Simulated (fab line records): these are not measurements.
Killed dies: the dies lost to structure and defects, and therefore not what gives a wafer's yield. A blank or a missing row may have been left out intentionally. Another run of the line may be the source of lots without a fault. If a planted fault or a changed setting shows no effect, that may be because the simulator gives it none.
fab line records | flow gf180mcu
record: lots: 5 wafers: 15 last_day: 33
route steps=602 shown NSD@240 PSD@248 SAB@264
lots that met no fault: from a run of the same line without faults
start_h: hours from the record's first day to the start of the lot's first wafer shown | wait_h: hours from the lot's prior step to this one | " unchanged from the row above | L1.1+2: a row that stands for several wafers | - either no value or no given start | * or withheld: withheld | < > ~ a bound
route shown NAME@n: NAME is a module with steps in the file, n the number in the route of the first one | usual: average and standard deviation across the fault-free wafers | same: alike in all rows | chamber/n: place in a boat | sites: per-site readings | _std_site: standard deviation of those values | _edge_site: inner sites' mean taken away from outer sites' mean | radius_mm: for every site, how far away it sits from the centre of the wafer | mask NAME#n: copy n | behind: tool/chamber where the wafer was last shaped | hold: what put the lot on hold/how long, in hours/how the hold closed | device: the n, p or np transistor that did not switch | end of line: the route-end tests of the same wafers | a step with no rows: only its recipe | killed: dies lost to structure and defects at the first sort, not the wafer's yield | map: the dies of a wafer, with x for killed, . for not killed, _ for no die there
set.NAME: the run value of the setting; set.NAME@STEP: its run value at that earlier step | model.NAME: the simulator's own value behind a step, which no gauge read
lots at some steps of the route; a table a step, a row a wafer
services: a tool's chamber out of use, with start hour (start_h, from the record's first day; less than 0 if before it), hours out, and reason
== steps ==
step: GF_NSD_PEB_05
recipe: temp_c: withheld time_s: * resist: NOVOLAK
columns lot.wafer tool chamber start_h wait_h
L074.2+3+5 litho_track-04 0 - -
L077.1+3+4 litho_track-02 0 - -
L078.1+2+5 litho_track-02 0 - -
L081.1+3+4 litho_track-04 0 - -
L090.3+5+6 litho_track-04 0 - -
step: GF_NSD_DEVELOP_06
recipe: develop_time_s: 60 dev_temp_c: 23
columns lot.wafer tool chamber start_h wait_h
L074.2+3+5 litho_track-04 0 289.65 0.1
L077.1+3+4 litho_track-02 0 316.11 0.1
L078.1+2+5 litho_track-02 0 318.41 0.1
L081.1+3+4 litho_track-04 0 347.12 0.1
L090.3+5+6 litho_track-04 0 435.27 0.1
step: GF_NSD_CD_MEAS_07
recipe: target_cd_nm: 400
usual: cd_nm: 399.4/2.6
columns lot.wafer tool chamber start_h wait_h cd_nm
L074.2 cd_sem-01 - 289.79 0.1 398.0
L074.3 " - " " 397.5
L074.5 " - " " 396.0
L077.1 cd_sem-01 - 316.26 0.1 396.7
L077.3 " - " " 395.4
L077.4 " - " " 397.3
L078.1 cd_sem-01 - 318.56 0.1 399.7
L078.2 " - " " 397.8
L078.5 " - " " 397.8
L081.1 cd_sem-02 - 347.27 0.1 398.4
L081.3 " - " " 399.0
L081.4 " - " " 400.9
L090.3 cd_sem-02 - 435.41 0.1 398.0
L090.5 " - " " 397.8
L090.6 " - " " 396.2
step: GF_NSD_OVL_MEAS_08
usual: NSD_OVL: -1.2/1.4
columns lot.wafer tool chamber start_h wait_h NSD_OVL[nm]
L074.2 overlay-01 - 289.90 0.1 -3.4
L074.3 " - " " -2.2
L074.5 " - " " -3.0
L077.1 overlay-02 - 316.38 0.1 -1.1
L077.3 " - " " -1.1
L077.4 " - " " -2.1
L078.1 overlay-01 - 318.68 0.1 2.1
L078.2 " - " " -0.5
L078.5 " - " " 0.3
L081.1 overlay-01 - 347.39 0.1 -1.7
L081.3 " - " " -0.5
L081.4 " - " " -1.3
L090.3 overlay-01 - 435.50 0.1 -1.1
L090.5 " - " " -2.6
L090.6 " - " " -1.9
step: GF_NSD_IMPLANT_09
recipe: species: As energy_kev: 60 dose_cm2: 4e+15 tilt_deg: 7
usual: beam_on_s: 16.5/0.83
columns lot.wafer tool chamber start_h wait_h beam_on_s
L074.2 implanter-03 0 289.95 0.0 16.3
L074.3 " 0 " " 16.2
L074.5 " 0 " " 16.1
L077.1 implanter-03 0 316.42 0.0 16.4
L077.3 " 0 " " 16.1
L077.4 " 0 " " 16.3
L078.1 implanter-02 0 318.72 0.0 15.8
L078.2 " 0 " " 16.2
L078.5 " 0 " " 15.9
L081.1 implanter-04 0 347.43 0.0 17.3
L081.3 " 0 " " 17.6
L081.4 " 0 " " 17.5
L090.3 implanter-02 0 435.57 0.1 16.5
L090.5 " 0 " " 16.0
L090.6 " 0 " " 16.5
step: GF_NSD_IMPLANT_10
recipe: species: P energy_kev: 40 dose_cm2: 5e+14 tilt_deg: 7
usual: beam_on_s: 10.03/0.2
columns lot.wafer tool chamber start_h wait_h beam_on_s
L074.2 implanter-03 0 290.10 0.1 10.18
L074.3 " 0 " " 9.92
L074.5 " 0 " " 9.63
L077.1 implanter-03 0 316.57 0.1 10.04
L077.3 " 0 " " 9.88
L077.4 " 0 " " 10.15
L078.1 implanter-02 0 318.87 0.1 10.09
L078.2 " 0 " " 9.78
L078.5 " 0 " " 10.06
L081.1 implanter-04 0 347.58 0.1 9.93
L081.3 " 0 " " 10.23
L081.4 " 0 " " 9.78
L090.3 implanter-02 0 435.72 0.1 9.97
L090.5 " 0 " " 10.11
L090.6 " 0 " " 10.00
step: GF_NSD_STRIP_11
recipe: chemistry: O2/N2 power_w: 1400 pressure_mtorr: 1500 platen_temp_c: 250 o2_flow_sccm: 3000 n2_flow_sccm: 300 overash_fraction: 0.5
usual: chamber_pressure_mTorr: 1499.8/1.3 drypump_motor_current_A: 5.6/0.42 heater_power_w: 336/25 o2_flow_sccm: 2998/8.2 oes_product_au: 0.486/0.005 strip_time_to_endpoint_s: 22.97/0.038
columns lot.wafer tool chamber start_h wait_h chamber_pressure_mTorr drypump_motor_current_A heater_power_w o2_flow_sccm oes_product_au rf_hours_counter_h strip_time_to_endpoint_s
L074.2 plasma_asher-04 1 290.23 0.1 1501.2 5.2 377 3020 0.486 20 22.98
L074.3 " 0 " " 1500.9 5.7 300 2995 0.479 - 22.98
L074.5 " 0 " " 1501.4 5.7 307 2996 0.483 - 22.99
L077.1 plasma_asher-03 1 316.72 0.1 1498.4 6.0 365 2991 0.480 61 22.92
L077.3 " 0 " " 1498.2 5.9 299 2984 0.492 - 22.97
L077.4 " 1 " " 1499.7 6.0 361 2996 0.482 - 22.95
L078.1 plasma_asher-03 1 319.02 0.1 1500.1 6.0 348 3005 0.490 61 22.94
L078.2 " 0 " " 1499.8 5.9 310 3002 0.492 61 22.98
L078.5 " 0 " " 1500.3 5.9 315 2993 0.487 - 22.99
L081.1 plasma_asher-04 1 347.73 0.1 1498.1 5.2 369 3002 0.492 26 23.02
L081.3 " 0 " " 1498.6 5.7 313 2993 0.485 - 23.01
L081.4 " 1 " " 1498.7 5.1 376 3003 0.486 - 23.03
L090.3 plasma_asher-02 0 435.86 0.1 1499.9 4.8 304 3002 0.483 - 22.98
L090.5 " 1 " " 1498.9 5.6 348 3000 0.484 - 23.02
L090.6 " 0 " " 1501.6 4.8 314 3003 0.481 - 22.95
step: GF_NSD_TW_MEAS_12
usual: NSD_TW: 4256/28
columns lot.wafer tool chamber start_h wait_h NSD_TW
L074.2 film_metro-01 - 290.34 0.1 4256
L074.3 " - " " 4248
L074.5 " - " " 4262
L077.1 film_metro-02 - 316.82 0.1 4247
L077.3 " - " " 4247
L077.4 " - " " 4253
L078.1 film_metro-03 - 319.12 0.1 4300
L078.2 " - " " 4286
L078.5 " - " " 4295
L081.1 film_metro-01 - 347.83 0.1 4270
L081.3 " - " " 4268
L081.4 " - " " 4268
L090.3 film_metro-03 - 435.94 0.1 4272
L090.5 " - " " 4279
L090.6 " - " " 4283
step: GF_PSD_DEHYDRATE_00
recipe: temp_c: 200 time_s: 60
usual: plate_temp_C: 199.97/0.14
columns lot.wafer tool chamber start_h wait_h plate_temp_C
L074.2 litho_track-01 0 299.59 9.2 199.87
L074.3 " 0 " " 199.89
L074.5 " 0 " " 199.92
L077.1 litho_track-04 0 326.37 9.5 199.97
L077.3 " 0 " " 200.14
L077.4 " 0 " " 200.06
L078.1 litho_track-01 0 328.81 9.7 199.77
L078.2 " 0 " " 200.15
L078.5 " 0 " " 200.05
L081.1 litho_track-04 0 357.67 9.8 199.89
L081.3 " 0 " " 199.98
L081.4 " 0 " " 200.04
L090.3 litho_track-04 0 447.67 11.7 199.98
L090.5 " 0 " " 200.02
L090.6 " 0 " " 200.03
step: GF_PSD_HMDS_01
recipe: prime_time_s: 60 prime_temp_c: 120
columns lot.wafer tool chamber start_h wait_h
L074.2+3+5 litho_track-01 0 299.74 0.1
L077.1+3+4 litho_track-04 0 326.52 0.1
L078.1+2+5 litho_track-01 0 328.96 0.1
L081.1+3+4 litho_track-04 0 357.82 0.1
L090.3+5+6 litho_track-04 0 447.82 0.1
step: GF_PSD_COAT_02
recipe: resist: NOVOLAK spin_rpm: 3000 resist_thk_nm: 1000
usual: spin_speed_rpm: 3000.1/2.1
columns lot.wafer tool chamber start_h wait_h spin_speed_rpm
L074.2 litho_track-01 0 299.89 0.1 3003.0
L074.3 " 0 " " 3001.5
L074.5 " 0 " " 3000.7
L077.1 litho_track-04 0 326.67 0.1 2999.7
L077.3 " 0 " " 3000.1
L077.4 " 0 " " 2999.8
L078.1 litho_track-01 0 329.11 0.1 3001.0
L078.2 " 0 " " 2999.9
L078.5 " 0 " " 3003.5
L081.1 litho_track-04 0 357.97 0.1 3001.4
L081.3 " 0 " " 2998.5
L081.4 " 0 " " 2999.5
L090.3 litho_track-04 0 447.97 0.1 2997.2
L090.5 " 0 " " 2999.1
L090.6 " 0 " " 2996.9
step: GF_PSD_SOFTBAKE_03
recipe: temp_c: 90 time_s: 60 resist: NOVOLAK
usual: plate_temp_C: 90.02/0.13
columns lot.wafer tool chamber start_h wait_h plate_temp_C
L074.2 litho_track-01 0 300.04 0.1 89.91
L074.3 " 0 " " 89.91
L074.5 " 0 " " 90.08
L077.1 litho_track-04 0 326.82 0.1 89.87
L077.3 " 0 " " 89.72
L077.4 " 0 " " 89.84
L078.1 litho_track-01 0 329.26 0.1 90.14
L078.2 " 0 " " 90.03
L078.5 " 0 " " 90.11
L081.1 litho_track-04 0 358.12 0.1 90.32
L081.3 " 0 " " 90.07
L081.4 " 0 " " 90.03
L090.3 litho_track-04 0 448.12 0.1 90.11
L090.5 " 0 " " 89.93
L090.6 " 0 " " 89.96
step: GF_PSD_EXPOSE_04
recipe: mask_id: Pplus target_cd_nm: 400 na: 0.6 source_shape: conventional sigma_outer: 0.6 dose_mj: 140
columns lot.wafer tool chamber start_h wait_h mask
L074.2+3+5 iline_stepper-01 0 - - Pplus#0
L077.1+3+4 iline_stepper-01 0 - - Pplus#0
L078.1+2+5 iline_stepper-01 0 - - Pplus#0
L081.1+3+4 iline_stepper-01 0 - - Pplus#0
L090.3+5+6 iline_stepper-02 0 - - Pplus#0
step: GF_PSD_PEB_05
recipe: temp_c: withheld time_s: * resist: NOVOLAK
columns lot.wafer tool chamber start_h wait_h
L074.2+3+5 litho_track-03 0 - -
L077.1+3+4 litho_track-04 0 - -
L078.1+2+5 litho_track-03 0 - -
L081.1+3+4 litho_track-01 0 - -
L090.3+5+6 litho_track-03 0 - -
step: GF_PSD_DEVELOP_06
recipe: develop_time_s: 60 dev_temp_c: 23
columns lot.wafer tool chamber start_h wait_h
L074.2+3+5 litho_track-03 0 309.99 0.1
L077.1+3+4 litho_track-04 0 337.12 0.1
L078.1+2+5 litho_track-03 0 339.61 0.1
L081.1+3+4 litho_track-01 0 368.06 0.1
L090.3+5+6 litho_track-03 0 460.46 0.1
step: GF_PSD_CD_MEAS_07
recipe: target_cd_nm: 400
usual: cd_nm: 400.2/2.5
columns lot.wafer tool chamber start_h wait_h cd_nm
L074.2 cd_sem-02 - 310.13 0.1 398.8
L074.3 " - " " 400.5
L074.5 " - " " 399.3
L077.1 cd_sem-02 - 337.27 0.1 396.1
L077.3 " - " " 394.0
L077.4 " - " " 396.4
L078.1 cd_sem-02 - 339.76 0.1 398.5
L078.2 " - " " 399.9
L078.5 " - " " 397.2
L081.1 cd_sem-01 - 368.21 0.1 398.4
L081.3 " - " " 400.8
L081.4 " - " " 398.4
L090.3 cd_sem-02 - 460.60 0.1 402.0
L090.5 " - " " 400.1
L090.6 " - " " 398.5
step: GF_PSD_OVL_MEAS_08
usual: PSD_OVL: -1.1/1.5
columns lot.wafer tool chamber start_h wait_h PSD_OVL[nm]
L074.2 overlay-01 - 310.24 0.1 -1.9
L074.3 " - " " -1.2
L074.5 " - " " -1.1
L077.1 overlay-01 - 337.39 0.1 -1.5
L077.3 " - " " -0.2
L077.4 " - " " -1.3
L078.1 overlay-02 - 339.88 0.1 -2.5
L078.2 " - " " -1.4
L078.5 " - " " -1.0
L081.1 overlay-02 - 368.33 0.1 -2.4
L081.3 " - " " -2.3
L081.4 " - " " -0.9
L090.3 overlay-01 - 460.69 0.1 -1.3
L090.5 " - " " -0.4
L090.6 " - " " 0.4
step: GF_PSD_IMPLANT_09
recipe: species: BF2 energy_kev: 40 dose_cm2: 1.5e+15 tilt_deg: 7
usual: beam_on_s: 9.99/0.23
columns lot.wafer tool chamber start_h wait_h beam_on_s
L074.2 implanter-04 0 310.29 0.0 9.84
L074.3 " 0 " " 9.92
L074.5 " 0 " " 10.15
L077.1 implanter-04 0 337.43 0.0 10.16
L077.3 " 0 " " 9.59
L077.4 " 0 " " 9.95
L078.1 implanter-01 0 339.92 0.0 10.14
L078.2 " 0 " " 10.29
L078.5 " 0 " " 10.26
L081.1 implanter-03 0 368.37 0.0 9.86
L081.3 " 0 " " 9.67
L081.4 " 0 " " 9.88
L090.3 implanter-03 0 460.77 0.1 9.90
L090.5 " 0 " " 9.85
L090.6 " 0 " " 9.88
step: GF_PSD_STRIP_10
recipe: chemistry: O2/N2 power_w: 1400 pressure_mtorr: 1500 platen_temp_c: 250 o2_flow_sccm: 3000 n2_flow_sccm: 300 overash_fraction: 0.5
usual: chamber_pressure_mTorr: 1499.9/1.4 drypump_motor_current_A: 5.5/0.42 heater_power_w: 339/25 o2_flow_sccm: 2999/7.8 oes_product_au: 0.593/0.005 strip_time_to_endpoint_s: 16.52/0.039
columns lot.wafer tool chamber start_h wait_h chamber_pressure_mTorr drypump_motor_current_A heater_power_w o2_flow_sccm oes_product_au rf_hours_counter_h strip_time_to_endpoint_s
L074.2 plasma_asher-03 0 310.42 0.1 1500.0 5.9 302 2993 0.596 61 16.53
L074.3 " 0 " " 1499.1 5.9 306 2989 0.593 - 16.52
L074.5 " 0 " " 1501.0 5.9 308 2987 0.588 - 16.50
L077.1 plasma_asher-03 1 337.58 0.1 1500.3 6.0 358 3011 0.585 63 16.58
L077.3 " 0 " " 1501.5 5.9 305 3001 0.596 - 16.57
L077.4 " 1 " " 1498.9 6.0 352 3013 0.590 - 16.54
L078.1 plasma_asher-01 1 340.07 0.1 1501.1 5.3 335 3004 0.603 72 16.48
L078.2 " 0 " " 1502.4 5.7 385 2997 0.600 72 16.51
L078.5 " 1 " " 1499.9 5.3 332 2992 0.585 - 16.52
L081.1 plasma_asher-02 1 368.52 0.1 1500.4 5.6 348 2992 0.594 56 16.49
L081.3 " 1 " " 1499.6 5.6 345 3004 0.588 - 16.50
L081.4 " 0 " " 1501.5 4.8 309 2992 0.588 - 16.51
L090.3 plasma_asher-02 0 460.90 0.1 1498.4 4.8 312 3003 0.588 - 16.55
L090.5 " 1 " " 1501.5 5.6 342 3013 0.587 - 16.51
L090.6 " 0 " " 1499.9 4.8 312 3011 0.590 - 16.56
step: GF_PSD_TW_MEAS_11
usual: PSD_TW: 3177/22
columns lot.wafer tool chamber start_h wait_h PSD_TW
L074.2 film_metro-01 - 310.53 0.1 3180
L074.3 " - " " 3192
L074.5 " - " " 3196
L077.1 film_metro-02 - 337.68 0.1 3214
L077.3 " - " " 3182
L077.4 " - " " 3195
L078.1 film_metro-02 - 340.17 0.1 3188
L078.2 " - " " 3208
L078.5 " - " " 3207
L081.1 film_metro-02 - 368.62 0.1 3195
L081.3 " - " " 3182
L081.4 " - " " 3203
L090.3 film_metro-02 - 460.99 0.1 3142
L090.5 " - " " 3137
L090.6 " - " " 3138
step: GF_PSD_CLEAN_12
recipe: chemistry: SC1/SC2 mix: 1:4:20 temp_c: 70 time_s: 150 dry: n2_spin
columns lot.wafer tool chamber start_h wait_h
L074.2+3+5 wet_bench-02 3 310.58 0.0
L077.1+3+4 wet_bench-01 3 337.74 0.1
L078.1+2+5 wet_bench-01 3 340.23 0.1
L081.1+3+4 wet_bench-01 0 368.68 0.1
L090.3+5+6 wet_bench-04 0 461.03 0.0
step: GF_PSD_RTA_13
recipe: temp_c: 1025 time_s: 20 ambient: N2
usual: lamp_power_pct: 33.4/2.5 wafer_temp_C_max: 1028.1/0.77
columns lot.wafer tool chamber start_h wait_h lamp_power_pct wafer_temp_C_max
L074.2 rtp_anneal-01 0 310.65 0.0 36.3 1028.5
L074.3 " 0 " " 36.4 1026.6
L074.5 " 0 " " 36.3 1027.7
L077.1 rtp_anneal-02 0 337.80 0.0 31.3 1027.0
L077.3 " 0 " " 31.3 1027.4
L077.4 " 0 " " 31.3 1027.0
L078.1 rtp_anneal-02 0 340.28 0.0 31.3 1028.9
L078.2 " 0 " " 31.2 1028.5
L078.5 " 0 " " 31.3 1029.0
L081.1 rtp_anneal-01 0 368.73 0.0 36.3 1029.2
L081.3 " 0 " " 36.3 1028.7
L081.4 " 0 " " 36.4 1028.2
L090.3 rtp_anneal-01 0 461.11 0.0 36.4 1028.1
L090.5 " 0 " " 36.3 1028.6
L090.6 " 0 " " 36.3 1028.2
step: GF_PSD_RS_MEAS_14
recipe: thk_meas_gauge: four-point-probe
usual: NSD_RS: 46.18/0.082
columns lot.wafer tool chamber start_h wait_h NSD_RS[ohm/sq]
L074.2 film_metro-02 - 310.74 0.1 46.02
L074.3 " - " " 46.12
L074.5 " - " " 46.13
L077.1 film_metro-03 - 337.88 0.1 46.23
L077.3 " - " " 46.27
L077.4 " - " " 46.16
L078.1 film_metro-01 - 340.37 0.1 46.05
L078.2 " - " " 46.05
L078.5 " - " " 46.01
L081.1 film_metro-03 - 368.81 0.1 46.13
L081.3 " - " " 46.21
L081.4 " - " " 46.16
L090.3 film_metro-03 - 461.22 0.1 46.19
L090.5 " - " " 46.26
L090.6 " - " " 46.18
step: GF_PSD_RS_MEAS_15
recipe: thk_meas_gauge: four-point-probe
usual: PSD_RS: 108.7/0.3
columns lot.wafer tool chamber start_h wait_h PSD_RS[ohm/sq]
L074.2 film_metro-02 - 310.86 0.1 108.5
L074.3 " - " " 108.6
L074.5 " - " " 108.7
L077.1 film_metro-03 - 338.00 0.1 108.6
L077.3 " - " " 108.8
L077.4 " - " " 108.7
L078.1 film_metro-01 - 340.49 0.1 108.6
L078.2 " - " " 108.7
L078.5 " - " " 108.5
L081.1 film_metro-03 - 368.93 0.1 108.7
L081.3 " - " " 108.6
L081.4 " - " " 109.1
L090.3 film_metro-03 - 461.34 0.1 108.8
L090.5 " - " " 108.8
L090.6 " - " " 108.7
step: GF_SAB_CVD_00
recipe: material: SiO2 target_thk_nm: 50 precursor: TEOS temp_c: 400 time_s: 4.9302 rf_w: 600
usual: heater_power_w: 651/79
columns lot.wafer tool chamber start_h wait_h heater_power_w
L074.2 pecvd-02 0 310.96 0.1 599
L074.3 " 1 " " 581
L074.5 " 2 " " 696
L077.1 pecvd-02 0 338.12 0.1 615
L077.3 " 1 " " 579
L077.4 " 0 " " 627
L078.1 pecvd-03 2 340.61 0.1 704
L078.2 " 1 " " 641
L078.5 " 2 " " 703
L081.1 pecvd-02 1 369.05 0.1 587
L081.3 " 2 " " 692
L081.4 " 0 " " 535
L090.3 pecvd-03 1 461.42 0.1 559
L090.5 " 0 " " 816
L090.6 " 1 " " 547
step: GF_SAB_THK_MEAS_01
recipe: reads: SiO2_of_SAB_CVD_00
usual: SAB_CVD_00_THK: 50.0/0.66
columns lot.wafer tool chamber start_h wait_h SAB_CVD_00_THK[nm]
L074.2 film_metro-03 - 310.99 0.0 48.6
L074.3 " - " " 49.4
L074.5 " - " " 50.1
L077.1 film_metro-04 - 338.14 0.0 49.0
L077.3 " - " " 49.0
L077.4 " - " " 49.6
L078.1 film_metro-02 - 340.63 0.0 50.5
L078.2 " - " " 50.3
L078.5 " - " " 51.0
L081.1 film_metro-02 - 369.07 0.0 50.0
L081.3 " - " " 49.6
L081.4 " - " " 50.3
L090.3 film_metro-04 - 461.46 0.0 49.6
L090.5 " - " " 50.0
L090.6 " - " " 50.6
step: GF_SAB_DEHYDRATE_02
recipe: temp_c: 200 time_s: 60
usual: plate_temp_C: 200.02/0.15
columns lot.wafer tool chamber start_h wait_h plate_temp_C
L074.2 litho_track-04 0 320.64 9.6 200.17
L074.3 " 0 " " 200.22
L074.5 " 0 " " 200.22
L077.1 litho_track-01 0 347.96 9.8 199.99
L077.3 " 0 " " 200.04
L077.4 " 0 " " 200.27
L078.1 litho_track-01 0 350.46 9.8 200.11
L078.2 " 0 " " 199.98
L078.5 " 0 " " 200.24
L081.1 litho_track-01 0 379.96 10.9 200.25
L081.3 " 0 " " 199.95
L081.4 " 0 " " 200.11
L090.3 litho_track-01 0 472.51 11.0 200.35
L090.5 " 0 " " 199.97
L090.6 " 0 " " 200.31
step: GF_SAB_HMDS_03
recipe: prime_time_s: 60 prime_temp_c: 120
columns lot.wafer tool chamber start_h wait_h
L074.2+3+5 litho_track-04 0 320.79 0.1
L077.1+3+4 litho_track-01 0 348.11 0.1
L078.1+2+5 litho_track-01 0 350.61 0.1
L081.1+3+4 litho_track-01 0 380.11 0.1
L090.3+5+6 litho_track-01 0 472.66 0.1
step: GF_SAB_COAT_04
recipe: resist: NOVOLAK spin_rpm: 3000 resist_thk_nm: 1000
usual: spin_speed_rpm: 3000.4/1.8
columns lot.wafer tool chamber start_h wait_h spin_speed_rpm
L074.2 litho_track-04 0 320.94 0.1 3001.3
L074.3 " 0 " " 3001.5
L074.5 " 0 " " 3000.9
L077.1 litho_track-01 0 348.26 0.1 2999.9
L077.3 " 0 " " 2998.0
L077.4 " 0 " " 3000.2
L078.1 litho_track-01 0 350.76 0.1 2997.4
L078.2 " 0 " " 2999.3
L078.5 " 0 " " 3002.7
L081.1 litho_track-01 0 380.26 0.1 2999.8
L081.3 " 0 " " 3001.3
L081.4 " 0 " " 2996.9
L090.3 litho_track-01 0 472.81 0.1 3000.0
L090.5 " 0 " " 2998.5
L090.6 " 0 " " 3000.5
step: GF_SAB_SOFTBAKE_05
recipe: temp_c: 90 time_s: 60 resist: NOVOLAK
usual: plate_temp_C: 89.99/0.13
columns lot.wafer tool chamber start_h wait_h plate_temp_C
L074.2 litho_track-04 0 321.09 0.1 90.08
L074.3 " 0 " " 89.95
L074.5 " 0 " " 89.94
L077.1 litho_track-01 0 348.41 0.1 89.76
L077.3 " 0 " " 89.84
L077.4 " 0 " " 89.62
L078.1 litho_track-01 0 350.91 0.1 90.10
L078.2 " 0 " " 89.96
L078.5 " 0 " " 90.12
L081.1 litho_track-01 0 380.41 0.1 90.00
L081.3 " 0 " " 90.05
L081.4 " 0 " " 89.89
L090.3 litho_track-01 0 472.96 0.1 89.81
L090.5 " 0 " " 89.99
L090.6 " 0 " " 89.89
== services ==
columns tool chamber start_h hours kind
plasma_asher-02 - 269.56 23.2 pm
plasma_asher-04 - 279.73 0.6 repair
implanter-03 - 290.90 0.7 repair
pecvd-03 0 296.74 5.0 repair
implanter-03 - 301.36 3.5 repair
iline_stepper-01 - 314.82 1.7 pm
plasma_asher-03 - 338.73 5.0 repair
implanter-03 - 345.95 4.5 repair
pecvd-03 - 355.25 2.8 pm
iline_stepper-01 - 366.20 2.1 pm
pecvd-03 - 371.84 0.5 repair
plasma_asher-04 - 386.42 5.8 repair
plasma_asher-02 - 387.03 3.5 repair
pecvd-02 1 392.46 2.3 repair
pecvd-02 - 396.50 0.6 repair
implanter-02 - 415.70 2.1 repair
implanter-02 - 419.27 2.4 repair
plasma_asher-03 - 421.25 9.0 pm
implanter-02 - 424.41 2.4 repair
wet_bench-01 - 427.18 37.8 pm
implanter-02 - 439.77 2.1 repair
iline_stepper-01 - 442.61 4.4 pm
implanter-04 - 460.15 5.9 pm
implanter-04 - 470.47 0.7 repair
== key ==
fault none
